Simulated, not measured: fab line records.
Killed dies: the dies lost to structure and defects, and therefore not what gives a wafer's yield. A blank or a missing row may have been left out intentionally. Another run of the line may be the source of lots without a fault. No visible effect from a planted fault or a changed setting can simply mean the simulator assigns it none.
fab line records / flow gf180mcu / part 2 of 2: steps 30 to 41 of 41
[record] lots = 5 wafers = 15 lastDay = 34
route steps=602 shown V1@340 M2@362
lots with no fault: from the same line, run without faults
startH: the number of hours between the record's first day and the start of the first shown wafer of the lot / waitH: how many hours have passed since the lot's step before this one / " repeats the value in the row above / L1.1+2: one row covering several wafers at once / - no value, or no start given / * or withheld: withheld / < > ~ a bound
route shown NAME@n: a module of which the file shows steps, and the number in the route of the first / usual: average and standard deviation across the fault-free wafers / same: alike in all rows / chamber/n: place in a boat / sites: readings site by site / _std_site: their standard deviation / _edge_site: mean of outer sites minus mean of inner sites / radiusMm: how far each site lies from the wafer's centre / mask NAME#n: copy n / behind: the most recent tool/chamber to have shaped the wafer / hold: why the lot went on hold/how many hours it stayed there/how the hold came to an end / device: which transistor (n, p or np) failed to switch / end of line: at the end of the route, the tests of the same wafers / a step with no rows: only its recipe / killed: dies that structure and defects cost at the first sort, which is not the same as the wafer's yield / map: dies across one wafer; x = killed, . = not, _ = none there
set.NAME: the run value of the setting; set.NAME@STEP: its run value at that earlier step / model.NAME: the simulator's own value behind a step, which no gauge read
lots seen at some steps along the route; tables by step, rows by wafer
services: the hour from which a tool's chamber was out of use, counted from the record's first day as startH (under 0 if before that day), plus the number of hours and why
[[steps]]
[step GF_M2_DEHYDRATE_07]
[recipe] tempC = 200 timeS = 60
lot.wafer=L081.1+5+6 tool=lithoTrack-03 chamber=0 startH=490.35 waitH=10.7
lot.wafer=L086.1+3+6 tool=lithoTrack-03 chamber=0 startH=532.25 waitH=9.9
lot.wafer=L091.4+5+6 tool=lithoTrack-02 chamber=0 startH=571.73 waitH=10.8
lot.wafer=L093.1+4+5 tool=lithoTrack-02 chamber=0 startH=585.46 waitH=9.8
lot.wafer=L096.3+5+6 tool=lithoTrack-04 chamber=0 startH=608.39 waitH=9.2
[step GF_M2_HMDS_08]
[recipe] primeTimeS = 60 primeTempC = 120
lot.wafer=L081.1+5+6 tool=lithoTrack-03 chamber=0 startH=490.50 waitH=0.1
lot.wafer=L086.1+3+6 tool=lithoTrack-03 chamber=0 startH=532.40 waitH=0.1
lot.wafer=L091.4+5+6 tool=lithoTrack-02 chamber=0 startH=571.88 waitH=0.1
lot.wafer=L093.1+4+5 tool=lithoTrack-02 chamber=0 startH=585.61 waitH=0.1
lot.wafer=L096.3+5+6 tool=lithoTrack-04 chamber=0 startH=608.54 waitH=0.1
[step GF_M2_COAT_09]
[recipe] resist = KrF spinRpm = withheld resistThkNm = 1000
lot.wafer=L081.1+5+6 tool=lithoTrack-03 chamber=0 startH=490.65 waitH=0.1
lot.wafer=L086.1+3+6 tool=lithoTrack-03 chamber=0 startH=532.55 waitH=0.1
lot.wafer=L091.4+5+6 tool=lithoTrack-02 chamber=0 startH=572.03 waitH=0.1
lot.wafer=L093.1+4+5 tool=lithoTrack-02 chamber=0 startH=585.76 waitH=0.1
lot.wafer=L096.3+5+6 tool=lithoTrack-04 chamber=0 startH=608.69 waitH=0.1
[step GF_M2_SOFTBAKE_10]
[recipe] tempC = 130 timeS = 60 resist = KrF
lot.wafer=L081.1+5+6 tool=lithoTrack-03 chamber=0 startH=490.80 waitH=0.1
lot.wafer=L086.1+3+6 tool=lithoTrack-03 chamber=0 startH=532.70 waitH=0.1
lot.wafer=L091.4+5+6 tool=lithoTrack-02 chamber=0 startH=572.18 waitH=0.1
lot.wafer=L093.1+4+5 tool=lithoTrack-02 chamber=0 startH=585.91 waitH=0.1
lot.wafer=L096.3+5+6 tool=lithoTrack-04 chamber=0 startH=608.84 waitH=0.1
[step GF_M2_EXPOSE_11]
[recipe] maskId = Metal2 targetCdNm = 280 na = 0.68 sourceShape = conventional sigmaOuter = 0.6 doseMj = 28
lot.wafer=L081.1+5+6 tool=krfScanner-02 chamber=0 startH=- waitH=- mask=Metal2#0
lot.wafer=L086.1+3+6 tool=krfScanner-02 chamber=0 startH=- waitH=- mask=Metal2#0
lot.wafer=L091.4+5+6 tool=krfScanner-01 chamber=0 startH=- waitH=- mask=Metal2#0
lot.wafer=L093.1+4+5 tool=krfScanner-02 chamber=0 startH=- waitH=- mask=Metal2#0
lot.wafer=L096.3+5+6 tool=krfScanner-01 chamber=0 startH=- waitH=- mask=Metal2#0
[step GF_M2_PEB_12]
[recipe] pebTempC = 135 pebTimeS = 90 resist = KrF
lot.wafer=L081.1+5+6 tool=lithoTrack-03 chamber=0 startH=- waitH=-
lot.wafer=L086.1+3+6 tool=lithoTrack-02 chamber=0 startH=- waitH=-
lot.wafer=L091.4+5+6 tool=lithoTrack-04 chamber=0 startH=- waitH=-
lot.wafer=L093.1+4+5 tool=lithoTrack-03 chamber=0 startH=- waitH=-
lot.wafer=L096.3+5+6 tool=lithoTrack-03 chamber=0 startH=- waitH=-
[step GF_M2_DEVELOP_13]
[recipe] developTimeS = 60 devTempC = 21
lot.wafer=L081.1+5+6 tool=lithoTrack-03 chamber=0 startH=502.65 waitH=0.2
lot.wafer=L086.1+3+6 tool=lithoTrack-02 chamber=0 startH=544.86 waitH=0.2
lot.wafer=L091.4+5+6 tool=lithoTrack-04 chamber=0 startH=582.37 waitH=0.1
lot.wafer=L093.1+4+5 tool=lithoTrack-03 chamber=0 startH=596.49 waitH=0.2
lot.wafer=L096.3+5+6 tool=lithoTrack-03 chamber=0 startH=618.89 waitH=0.1
[step GF_M2_CD_MEAS_14]
[recipe] targetCdNm = 280
[usual] cdNm = 279.7/1.2
lot.wafer=L081.1 tool=cdSem-01 chamber=- startH=502.82 waitH=0.1 cdNm=280.6
lot.wafer=L081.5 tool=cdSem-01 chamber=- startH=502.82 waitH=0.1 cdNm=280.9
lot.wafer=L081.6 tool=cdSem-01 chamber=- startH=502.82 waitH=0.1 cdNm=279.8
lot.wafer=L086.1 tool=cdSem-01 chamber=- startH=545.01 waitH=0.1 cdNm=281.0
lot.wafer=L086.3 tool=cdSem-01 chamber=- startH=545.01 waitH=0.1 cdNm=279.8
lot.wafer=L086.6 tool=cdSem-01 chamber=- startH=545.01 waitH=0.1 cdNm=280.1
lot.wafer=L091.4 tool=cdSem-02 chamber=- startH=582.50 waitH=0.1 cdNm=280.4
lot.wafer=L091.5 tool=cdSem-02 chamber=- startH=582.50 waitH=0.1 cdNm=279.9
lot.wafer=L091.6 tool=cdSem-02 chamber=- startH=582.50 waitH=0.1 cdNm=279.5
lot.wafer=L093.1 tool=cdSem-02 chamber=- startH=596.64 waitH=0.1 cdNm=276.7
lot.wafer=L093.4 tool=cdSem-02 chamber=- startH=596.64 waitH=0.1 cdNm=277.6
lot.wafer=L093.5 tool=cdSem-02 chamber=- startH=596.64 waitH=0.1 cdNm=277.8
lot.wafer=L096.3 tool=cdSem-01 chamber=- startH=619.03 waitH=0.1 cdNm=280.0
lot.wafer=L096.5 tool=cdSem-01 chamber=- startH=619.03 waitH=0.1 cdNm=281.3
lot.wafer=L096.6 tool=cdSem-01 chamber=- startH=619.03 waitH=0.1 cdNm=280.7
[step GF_M2_OVL_MEAS_15]
[usual] M2_OVL = -2/6.4
lot.wafer=L081.1 tool=overlay-02 chamber=- startH=502.94 waitH=0.1 M2_OVL[nm]=-12
lot.wafer=L081.5 tool=overlay-02 chamber=- startH=502.94 waitH=0.1 M2_OVL[nm]=-7
lot.wafer=L081.6 tool=overlay-02 chamber=- startH=502.94 waitH=0.1 M2_OVL[nm]=-7
lot.wafer=L086.1 tool=overlay-02 chamber=- startH=545.13 waitH=0.1 M2_OVL[nm]=-10
lot.wafer=L086.3 tool=overlay-02 chamber=- startH=545.13 waitH=0.1 M2_OVL[nm]=-15
lot.wafer=L086.6 tool=overlay-02 chamber=- startH=545.13 waitH=0.1 M2_OVL[nm]=-7
lot.wafer=L091.4 tool=overlay-02 chamber=- startH=582.58 waitH=0.1 M2_OVL[nm]=-8
lot.wafer=L091.5 tool=overlay-02 chamber=- startH=582.58 waitH=0.1 M2_OVL[nm]=-4
lot.wafer=L091.6 tool=overlay-02 chamber=- startH=582.58 waitH=0.1 M2_OVL[nm]=-10
lot.wafer=L093.1 tool=overlay-01 chamber=- startH=596.76 waitH=0.1 M2_OVL[nm]=-5
lot.wafer=L093.4 tool=overlay-01 chamber=- startH=596.76 waitH=0.1 M2_OVL[nm]=4
lot.wafer=L093.5 tool=overlay-01 chamber=- startH=596.76 waitH=0.1 M2_OVL[nm]=-6
lot.wafer=L096.3 tool=overlay-02 chamber=- startH=619.13 waitH=0.1 M2_OVL[nm]=3
lot.wafer=L096.5 tool=overlay-02 chamber=- startH=619.13 waitH=0.1 M2_OVL[nm]=0
lot.wafer=L096.6 tool=overlay-02 chamber=- startH=619.13 waitH=0.1 M2_OVL[nm]=-5
[step GF_M2_METAL_ETCH_16]
[recipe] chemistry = Cl2/BCl3 maskMaterial = KrF targetDepthNm = 750.8 stopOn = SiO2 pressureMtorr = 8 icpW = 800 biasW = 142.3 Cl2_flow_sccm = 80 bcl3FlowSccm = 40 timeS = 125.1
[usual] bcl3FlowSccm = 40.03/0.14 drypumpMotorCurrentA = 6.0/0.39 oesProductAu = 0.995/0.0048 throttleValvePct = 28.225/0.011
lot.wafer=L081.1 tool=rieMetal-01 chamber=1 startH=502.97 waitH=0.0 bcl3FlowSccm=39.86 drypumpMotorCurrentA=5.6 oesProductAu=0.992 rfHoursCounterH=0 throttleValvePct=28.220
lot.wafer=L081.5 tool=rieMetal-01 chamber=0 startH=502.97 waitH=0.0 bcl3FlowSccm=40.04 drypumpMotorCurrentA=5.7 oesProductAu=0.993 rfHoursCounterH=- throttleValvePct=28.222
lot.wafer=L081.6 tool=rieMetal-01 chamber=1 startH=502.97 waitH=0.0 bcl3FlowSccm=40.04 drypumpMotorCurrentA=5.6 oesProductAu=0.998 rfHoursCounterH=- throttleValvePct=28.233
lot.wafer=L086.1 tool=rieMetal-01 chamber=1 startH=545.17 waitH=0.0 bcl3FlowSccm=39.95 drypumpMotorCurrentA=5.6 oesProductAu=0.995 rfHoursCounterH=1 throttleValvePct=28.229
lot.wafer=L086.3 tool=rieMetal-01 chamber=1 startH=545.17 waitH=0.0 bcl3FlowSccm=39.91 drypumpMotorCurrentA=5.6 oesProductAu=0.995 rfHoursCounterH=- throttleValvePct=28.213
lot.wafer=L086.6 tool=rieMetal-01 chamber=1 startH=545.17 waitH=0.0 bcl3FlowSccm=39.73 drypumpMotorCurrentA=5.6 oesProductAu=0.996 rfHoursCounterH=- throttleValvePct=28.214
lot.wafer=L091.4 tool=rieMetal-01 chamber=1 startH=582.73 waitH=0.1 bcl3FlowSccm=40.05 drypumpMotorCurrentA=5.5 oesProductAu=0.998 rfHoursCounterH=- throttleValvePct=28.232
lot.wafer=L091.5 tool=rieMetal-01 chamber=1 startH=582.73 waitH=0.1 bcl3FlowSccm=40.08 drypumpMotorCurrentA=5.6 oesProductAu=0.997 rfHoursCounterH=- throttleValvePct=28.219
lot.wafer=L091.6 tool=rieMetal-01 chamber=1 startH=582.73 waitH=0.1 bcl3FlowSccm=39.93 drypumpMotorCurrentA=5.6 oesProductAu=0.988 rfHoursCounterH=- throttleValvePct=28.217
lot.wafer=L093.1 tool=rieMetal-04 chamber=1 startH=596.80 waitH=0.0 bcl3FlowSccm=39.94 drypumpMotorCurrentA=6.3 oesProductAu=0.985 rfHoursCounterH=14 throttleValvePct=28.236
lot.wafer=L093.4 tool=rieMetal-04 chamber=0 startH=596.80 waitH=0.0 bcl3FlowSccm=40.12 drypumpMotorCurrentA=6.3 oesProductAu=0.992 rfHoursCounterH=- throttleValvePct=28.238
lot.wafer=L093.5 tool=rieMetal-04 chamber=1 startH=596.80 waitH=0.0 bcl3FlowSccm=40.07 drypumpMotorCurrentA=6.3 oesProductAu=0.993 rfHoursCounterH=- throttleValvePct=28.238
lot.wafer=L096.3 tool=rieMetal-01 chamber=1 startH=619.19 waitH=0.1 bcl3FlowSccm=40.08 drypumpMotorCurrentA=5.6 oesProductAu=0.996 rfHoursCounterH=- throttleValvePct=28.220
lot.wafer=L096.5 tool=rieMetal-01 chamber=1 startH=619.19 waitH=0.1 bcl3FlowSccm=39.89 drypumpMotorCurrentA=5.6 oesProductAu=0.996 rfHoursCounterH=- throttleValvePct=28.225
lot.wafer=L096.6 tool=rieMetal-01 chamber=0 startH=619.19 waitH=0.1 bcl3FlowSccm=39.92 drypumpMotorCurrentA=5.8 oesProductAu=0.993 rfHoursCounterH=- throttleValvePct=28.230
[step GF_M2_STRIP_17]
[recipe] chemistry = O2/N2 powerW = 1400 pressureMtorr = 1500 platenTempC = 250 o2FlowSccm = 3000 n2FlowSccm = 300 overashFraction = 0.5
[usual] drypumpMotorCurrentA = 5.6/0.42 heaterPowerW = 329/11 oesProductAu = 0.536/0.0046 stripTimeToEndpointS = 7.35/0.05
[same] overashFraction = 0.5
lot.wafer=L081.1 tool=plasmaAsher-01 chamber=1 startH=503.10 waitH=0.1 drypumpMotorCurrentA=5.6 heaterPowerW=326 oesProductAu=0.533 rfHoursCounterH=73 stripTimeToEndpointS=7.29
lot.wafer=L081.5 tool=plasmaAsher-01 chamber=1 startH=503.10 waitH=0.1 drypumpMotorCurrentA=5.6 heaterPowerW=325 oesProductAu=0.537 rfHoursCounterH=- stripTimeToEndpointS=7.38
lot.wafer=L081.6 tool=plasmaAsher-01 chamber=0 startH=503.10 waitH=0.1 drypumpMotorCurrentA=5.4 heaterPowerW=335 oesProductAu=0.525 rfHoursCounterH=- stripTimeToEndpointS=7.30
lot.wafer=L086.1 tool=plasmaAsher-02 chamber=0 startH=545.42 waitH=0.2 drypumpMotorCurrentA=5.9 heaterPowerW=326 oesProductAu=0.535 rfHoursCounterH=12 stripTimeToEndpointS=7.30
lot.wafer=L086.3 tool=plasmaAsher-02 chamber=1 startH=545.42 waitH=0.2 drypumpMotorCurrentA=4.8 heaterPowerW=321 oesProductAu=0.535 rfHoursCounterH=- stripTimeToEndpointS=7.32
lot.wafer=L086.6 tool=plasmaAsher-02 chamber=0 startH=545.42 waitH=0.2 drypumpMotorCurrentA=6.0 heaterPowerW=320 oesProductAu=0.535 rfHoursCounterH=- stripTimeToEndpointS=7.31
lot.wafer=L091.4 tool=plasmaAsher-01 chamber=1 startH=582.89 waitH=0.1 drypumpMotorCurrentA=5.6 heaterPowerW=326 oesProductAu=0.538 rfHoursCounterH=- stripTimeToEndpointS=7.33
lot.wafer=L091.5 tool=plasmaAsher-01 chamber=1 startH=582.89 waitH=0.1 drypumpMotorCurrentA=5.6 heaterPowerW=328 oesProductAu=0.533 rfHoursCounterH=- stripTimeToEndpointS=7.33
lot.wafer=L091.6 tool=plasmaAsher-01 chamber=0 startH=582.89 waitH=0.1 drypumpMotorCurrentA=5.4 heaterPowerW=325 oesProductAu=0.527 rfHoursCounterH=- stripTimeToEndpointS=7.27
lot.wafer=L093.1 tool=plasmaAsher-01 chamber=0 startH=596.93 waitH=0.1 drypumpMotorCurrentA=5.4 heaterPowerW=341 oesProductAu=0.544 rfHoursCounterH=84 stripTimeToEndpointS=7.40
lot.wafer=L093.4 tool=plasmaAsher-01 chamber=0 startH=596.93 waitH=0.1 drypumpMotorCurrentA=5.4 heaterPowerW=326 oesProductAu=0.536 rfHoursCounterH=- stripTimeToEndpointS=7.38
lot.wafer=L093.5 tool=plasmaAsher-01 chamber=1 startH=596.93 waitH=0.1 drypumpMotorCurrentA=5.5 heaterPowerW=320 oesProductAu=0.548 rfHoursCounterH=- stripTimeToEndpointS=7.40
lot.wafer=L096.3 tool=plasmaAsher-02 chamber=1 startH=619.31 waitH=0.1 drypumpMotorCurrentA=4.8 heaterPowerW=327 oesProductAu=0.532 rfHoursCounterH=- stripTimeToEndpointS=7.29
lot.wafer=L096.5 tool=plasmaAsher-02 chamber=0 startH=619.31 waitH=0.1 drypumpMotorCurrentA=6.0 heaterPowerW=327 oesProductAu=0.542 rfHoursCounterH=- stripTimeToEndpointS=7.30
lot.wafer=L096.6 tool=plasmaAsher-02 chamber=1 startH=619.31 waitH=0.1 drypumpMotorCurrentA=4.8 heaterPowerW=319 oesProductAu=0.532 rfHoursCounterH=- stripTimeToEndpointS=7.32
[step GF_M2_STRIP_18]
[recipe] chemistry = postEtchResidueRemover timeS = 1200 tempC = 72.5
lot.wafer=L081.1+5+6 tool=wetBench-04 chamber=0 startH=503.20 waitH=0.1
lot.wafer=L086.1+3+6 tool=wetBench-04 chamber=1 startH=545.52 waitH=0.1
lot.wafer=L091.4+5+6 tool=wetBench-02 chamber=0 startH=582.96 waitH=0.0
lot.wafer=L093.1+4+5 tool=wetBench-03 chamber=1 startH=597.03 waitH=0.1
lot.wafer=L096.3+5+6 tool=wetBench-03 chamber=0 startH=619.38 waitH=0.0
[[services]]
tool=pvdSputter-03 chamber=- startH=446.41 hours=2.7 kind=repair
tool=wetBench-03 chamber=- startH=454.13 hours=4.3 kind=repair
tool=cmp-02 chamber=- startH=458.54 hours=6.2 kind=pm
tool=krfScanner-02 chamber=- startH=461.89 hours=1.3 kind=pm
tool=krfScanner-02 chamber=- startH=463.73 hours=1.0 kind=pm
tool=cmp-02 chamber=- startH=468.47 hours=0.3 kind=repair
tool=krfScanner-02 chamber=- startH=473.19 hours=0.8 kind=pm
tool=cmp-02 chamber=- startH=475.55 hours=0.8 kind=repair
tool=rieDiel-04 chamber=2 startH=480.25 hours=7.9 kind=repair
tool=krfScanner-02 chamber=- startH=486.68 hours=2.8 kind=repair
tool=cvdW-01 chamber=0 startH=487.33 hours=9.3 kind=repair
tool=cvdW-01 chamber=0 startH=500.12 hours=8.6 kind=repair
tool=rieMetal-01 chamber=0 startH=544.95 hours=52.1 kind=repair
tool=rieDiel-04 chamber=3 startH=547.80 hours=23.8 kind=repair
tool=plasmaAsher-02 chamber=- startH=556.94 hours=2.8 kind=pm
tool=cmp-02 chamber=- startH=561.81 hours=8.6 kind=pm
tool=rieDiel-02 chamber=- startH=565.33 hours=0.5 kind=repair
tool=cmp-02 chamber=- startH=574.93 hours=4.0 kind=pm
tool=cvdW-01 chamber=- startH=582.10 hours=6.9 kind=pm
tool=rieDiel-02 chamber=1 startH=582.64 hours=5.6 kind=repair
tool=rieDiel-02 chamber=3 startH=583.86 hours=10.8 kind=repair
tool=rieDiel-04 chamber=3 startH=590.14 hours=4.1 kind=repair
tool=cvdW-01 chamber=- startH=593.99 hours=0.6 kind=repair
tool=pvdSputter-03 chamber=- startH=597.82 hours=0.7 kind=repair
